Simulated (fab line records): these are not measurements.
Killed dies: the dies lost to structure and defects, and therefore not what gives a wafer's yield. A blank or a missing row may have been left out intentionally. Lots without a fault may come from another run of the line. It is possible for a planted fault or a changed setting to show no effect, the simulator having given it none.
Matching of chambers | flow sky130 | 4 sister chambers for SKY_FIELD_ISO_ETCH_17 on rieSi-02
The step etches Si in HBr/Cl2/O2, target depth 342 nm, time 97.7 s. 4 wafers are shown with their chamber, then 9 later ones without.

## WAFERS PAIRED WITH THEIR CHAMBERS
wafer  | chamber | drypumpMotorCurrentA (A)
L226.3 | 1       | 5.9
L226.4 | 0       | 5.3
L228.5 | 3       | 5.7
L228.6 | 2       | 5.9

## WAFERS MISSING THEIR CHAMBER
wafer  | drypumpMotorCurrentA (A)
L230.1 | 5.9
L230.3 | 5.3
L230.5 | 5.7
L232.2 | 5.7
L232.3 | 5.2
L232.5 | 5.7
L234.2 | 5.7
L234.3 | 6.0
L234.4 | 5.7

## WHICH CHAMBER EACH ONE RAN IN
wafer  | from the rows above     | in truth
L230.1 | can't be placed: 1 or 2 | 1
L230.3 | 0                       | 0
L230.5 | 3                       | 3
L232.2 | 3                       | 3
L232.3 | 0                       | 0
L232.5 | 3                       | 3
L234.2 | 3                       | 3
L234.3 | can't be placed: 1 or 2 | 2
L234.4 | 3                       | 3
7 of 9 placed correctly. Cannot be placed on the basis of these rows: 2; the candidates contain the true chamber in 2. Placed wrongly: 0.
How it was worked out, from the rows above alone: a wafer's distance from a chamber is the root of the sum, over the readings, of the square of ((its reading less the chamber's mean) divided by the reading's scatter). If the next closest chamber is less than 2 further off than the closest, the wafer can't be placed; otherwise it belongs to the closest. The mean given for a chamber averages the wafers shown for that chamber. The scatter: root of mean squared gap, hidden wafer to nearest shown wafer, with one shown wafer a chamber.
